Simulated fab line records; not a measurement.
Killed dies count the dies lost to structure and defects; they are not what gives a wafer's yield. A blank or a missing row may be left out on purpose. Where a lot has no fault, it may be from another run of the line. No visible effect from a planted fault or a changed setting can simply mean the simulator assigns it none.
2 desks looking at one fault :: flow gf180mcu :: what lay behind the numbers comes last; until then each desk has only its own

THE TOOL OWNER'S DESK: hdpcvd-01
The tool's own readings at GF_V3_CVD_00 (deposits SiO2, target thk 600 nm, time 100 s): means of the sampled wafers that have a number, for each lot that ran on this tool. Marked OUT: a lot whose mean sits more than 4 standard deviations from the usual mean, which makes it out of limits; the brackets give that distance.
Columns: A = sih4-flow-sccm at GF_V3_CVD_00, usual 60.03 sccm
lot: L107
first seen here: day 21 09:18
A: 59.90

lot: L113
first seen here: day 23 22:21
A: 40.27 (-99 or more) OUT

lot: L126
first seen here: day 27 14:13
A: 60.05

lot: L128
first seen here: day 28 06:44
A: 60.01
This desk's finding: out of limits on L113; first on L113, day 23 22:21 (sih4-flow-sccm at GF_V3_CVD_00). L107, L126, L128: within limits.

THE METROLOGY DESK
Lot by lot, what the gauges showed, no matter which tool ran the lot: averages of those sampled wafers that carry a number. Marked OUT: a lot whose mean sits more than 4 standard deviations from the usual mean, which makes it out of limits; the brackets give that distance.
Columns: A = V2_CVD_00_THK at GF_V2_THK_MEAS_01, usual 600 nm; B = V3_CVD_00_THK at GF_V3_THK_MEAS_01, usual 601 nm; C = V3_OVL at GF_V3_OVL_MEAS_15, usual -3 nm
lot: L107
first seen here: day 19 05:40
A: 606
B: 602
C: -7

lot: L108
first seen here: day 19 22:51
A: 596
B: 603
C: -1

lot: L110
first seen here: day 20 15:52
A: 601
B: 596
C: -10

lot: L113
first seen here: day 21 22:04
A: 596
B: 406 (-29) OUT
C: -3

lot: L120
first seen here: day 24 00:01
A: 593
B: 598
C: 3

lot: L121
first seen here: day 24 11:25
A: 599
B: 601
C: -5

lot: L124
first seen here: day 25 09:16
A: 598
B: 608
C: 1

lot: L125
first seen here: day 25 11:12
A: 601
B: 605
C: -6

lot: L126
first seen here: day 25 18:15
A: 601
B: 597
C: -4

lot: L128
first seen here: day 26 11:20
A: 592
B: 599
C: 3

lot: L129
first seen here: day 26 18:01
A: 597
B: 608
C: -3

lot: L130
first seen here: day 27 03:52
A: 607
B: 596
C: -9
Per this desk, out of limits: L113; the first was L113, day 23 22:25 (V3_CVD_00_THK at GF_V3_THK_MEAS_01). L107, L108, L110, L120, L121, L124, L125, L126, L128, L129, L130: within limits.

TAKEN TOGETHER
On L113, at day 23 22:21, an alarm was possible from the tool owner's desk.
L113 would have let the metrology desk raise an alarm at day 23 22:25.
GF_V3_CVD_00 was run on hdpcvd-01 by each of the lots named.

WHAT THE SIMULATOR HAD INSERTED
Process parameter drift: hdpcvd-01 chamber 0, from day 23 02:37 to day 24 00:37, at GF_V3_CVD_00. From 60, the setting sih4-flow-sccm moved by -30. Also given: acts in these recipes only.
Struck lots among those shown: L113.
Delay (hours) between the fault's onset and each desk's first out-of-limits reading: 20 at the tool owner's desk, 20 at the metrology desk.
